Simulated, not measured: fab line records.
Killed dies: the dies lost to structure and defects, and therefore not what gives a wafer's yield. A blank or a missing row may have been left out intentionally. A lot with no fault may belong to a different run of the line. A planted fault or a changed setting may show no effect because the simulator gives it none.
Struck lot and sound lot, side by side    flow sky130    37 out of 708 route steps
Sound: wafers L246.2, L246.3, L246.5. Wafers struck: L264.1, L264.2, L264.5. The cause is named last.
Order at every step that has rows: each side's tool, ch and its chambers, its first start. Under that, the readings that differ: sound wafers    struck wafers    difference of the means    sigmas: that difference in standard deviations of wafers without a fault.
alike: readings with means less than 2 such deviations apart, plus words and numbers identical on both sides. not compared: withheld readings, readings lacking a value on some wafer, bounds such as >300 that could conceal the same value, and numbers that have no deviation in the record and whose values overlap.
A row with sigmas, a row that says differs or no value, or rows on one side alone: a step with any of these is where the two part. Numbers that don't overlap but have no deviation are shown without sigmas and don't part them. A reading that every wafer of one side lacks parts them only if that side has two wafers or more.

first, 9 steps without rows for these wafers: SKY_VIA2_SPUTTER_20 (material TiN, target thk 20 nm, time 80 s); SKY_VIA2_CVD_21 (deposits W, target thk 420 nm, time 126.4 s); SKY_VIA2_CMP_24 (polishes, stops on SiO2, t overpolish 20 s, target thk 0 nm); SKY_METAL3_SPUTTER_00 (material Ti, target thk 15 nm, time 10 s); SKY_METAL3_SPUTTER_01 (material TiN, target thk 20 nm, time 16.7 s); SKY_METAL3_SPUTTER_02 (material AlCu, target thk 735 nm, time 39.1 s); SKY_METAL3_SPUTTER_03 (material Ti, target thk 5 nm, time 3.3 s); SKY_METAL3_SPUTTER_04 (material TiN, target thk 70 nm, time 58.3 s); SKY_CAPM_CVD_00 (deposits SiO2, target thk 15.5 nm).
SKY_CAPM_SPUTTER_02: material TiN, target thk 200 nm, time 166.7 s.
  struck on pvd_sputter-03, day 41 20:05; sound on pvd_sputter-03, day 36 08:28
reading                                   sound                 struck                difference  sigmas
cathode_dc_power_W (W)                    6499.3 6499.2 6500.9  6031.2 6032.3 6030.5  -468.5      -99 or more
model.TiN_of_CAPM_SPUTTER_02.thk_nm (nm)  197.9 197.1 195.9     186.9 190.4 186.1     -9.2        
  alike: throttle_valve_pct
SKY_CAPM_RS_MEAS_03: the measuring method here is four-point-probe.
  struck on film_metro-04, day 41 20:34; sound on film_metro-02, day 36 08:35
reading               sound           struck          difference  sigmas
CAPM_TIN_RS (ohm/sq)  6.96 7.01 7.04  7.41 7.26 7.43  +0.36       +4
  not compared: hold
SKY_CAPM_THK_MEAS_04: measures by xrf.
  struck on film_metro-04, day 42 01:16; sound on film_metro-02, day 36 08:42
reading            sound              struck             difference  sigmas
CAPM_TIN_THK (nm)  196.3 194.9 193.6  182.6 186.6 182.1  -11.2       -4
  not compared: hold
then, 6 steps without rows for these wafers: SKY_CAPM_HMDS_06 (prime time 60 s); SKY_CAPM_COAT_07 (resist thk 1140 nm); SKY_CAPM_SOFTBAKE_08 (time 60 s); SKY_CAPM_EXPOSE_09 (exposes mask CAPM, target cd 1000 nm); SKY_CAPM_PEB_10; SKY_CAPM_DEVELOP_11 (develop time 60 s).
SKY_CAPM_METAL_ETCH_13: etches TiN in Cl2/BCl3, stops on SiO2, target depth 220 nm, time 62.9 s.
  sound on rie_metal-04 ch 1, day 37 10:07; struck on rie_metal-03 ch 0,1, day 42 19:53
reading                sound              struck             difference  sigmas
oes_product_au (a.u.)  0.940 0.930 0.936  0.906 0.917 0.910  -0.024      -3
  alike: bcl3_flow_sccm, drypump_motor_current_A, he_backside_leak_sccm, throttle_valve_pct
  not compared: rf_hours_counter_h
then, 16 steps without rows for these wafers: SKY_CAPM_STRIP_14 (strips in O2/N2); SKY_CAPM_STRIP_15 (strips in post etch residue remover, time 1200 s); SKY_CAPM_CLEAN_16 (cleans in IPA, time 180 s); SKY_CAPM_CLEAN_17 (cleans in O3/DIW); SKY_METAL3_DEHYDRATE_05 (time 60 s); SKY_METAL3_HMDS_06 (prime time 60 s); SKY_METAL3_COAT_07 (resist thk 60 nm); SKY_METAL3_COAT_08 (resist thk 1140 nm); SKY_METAL3_SOFTBAKE_09 (time 90 s); SKY_METAL3_EXPOSE_10 (exposes mask MM3, target cd 300 nm); SKY_METAL3_PEB_11; SKY_METAL3_DEVELOP_12 (develop time 60 s); SKY_METAL3_DESCUM_15 (chemistry O2, time 8 s); SKY_METAL3_ETCH_16 (etches BARC in N2/H2, stops on SiO2, time 88.2 s, target depth 60 nm); SKY_METAL3_ETCH_17 (etches SiO2 in C4F8/O2/Ar, stops on TiN, time 3.9 s, target depth 15 nm); SKY_METAL3_METAL_ETCH_18 (etches the open film in Cl2/BCl3, stops on SiO2, target depth 845 nm, time 183.1 s).
SKY_METAL3_STRIP_20: strips in post etch residue remover, time 1200 s.
  sound on wet_bench-02 ch 0, day 38 12:29; struck on wet_bench-01 ch 0, day 43 17:59
reading                                   sound            struck             difference  sigmas
model.TiN_of_CAPM_SPUTTER_02.thk_nm (nm)  197 196.3 195.1  186.1 189.6 185.3  -9.1        
-- the record jumps here: 6 days lie between the struck wafers' starts before and after (it left off in module METAL3 and takes up again in module PAD_OPEN, whose first step shown is number 708 of the route) --
SKY_PAD_OPEN_PROBE_99:
  struck on prober-02, day 49 22:19; sound on prober-02, day 45 19:52
reading                           sound              struck             difference  sigmas
model.etest.cap_mim.plate_ohm_sq  6.055 6.073 6.109  6.427 6.346 6.522  +0.353      
  alike: defect_limited_yield, killed_at_M0_to_M3, killed_at_M4_up, killed_at_contacts, killed_at_front_end, killed_at_other, killed_dies, killed_open, killed_short, sort_bin_3_pad_short, sort_bin_5_function, sort_bin_6_memory, sort_n_pass, sort_yield_pct

## WHERE THEY PART
At SKY_CAPM_SPUTTER_02 first; at SKY_CAPM_METAL_ETCH_13 last (within this record only). Later steps at which nothing parts them and some readings are alike: SKY_PAD_OPEN_PROBE_99.

WHY: what the simulator had put in
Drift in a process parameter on pvd_sputter-03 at SKY_CAPM_SPUTTER_02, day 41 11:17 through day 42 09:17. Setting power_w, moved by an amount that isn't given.
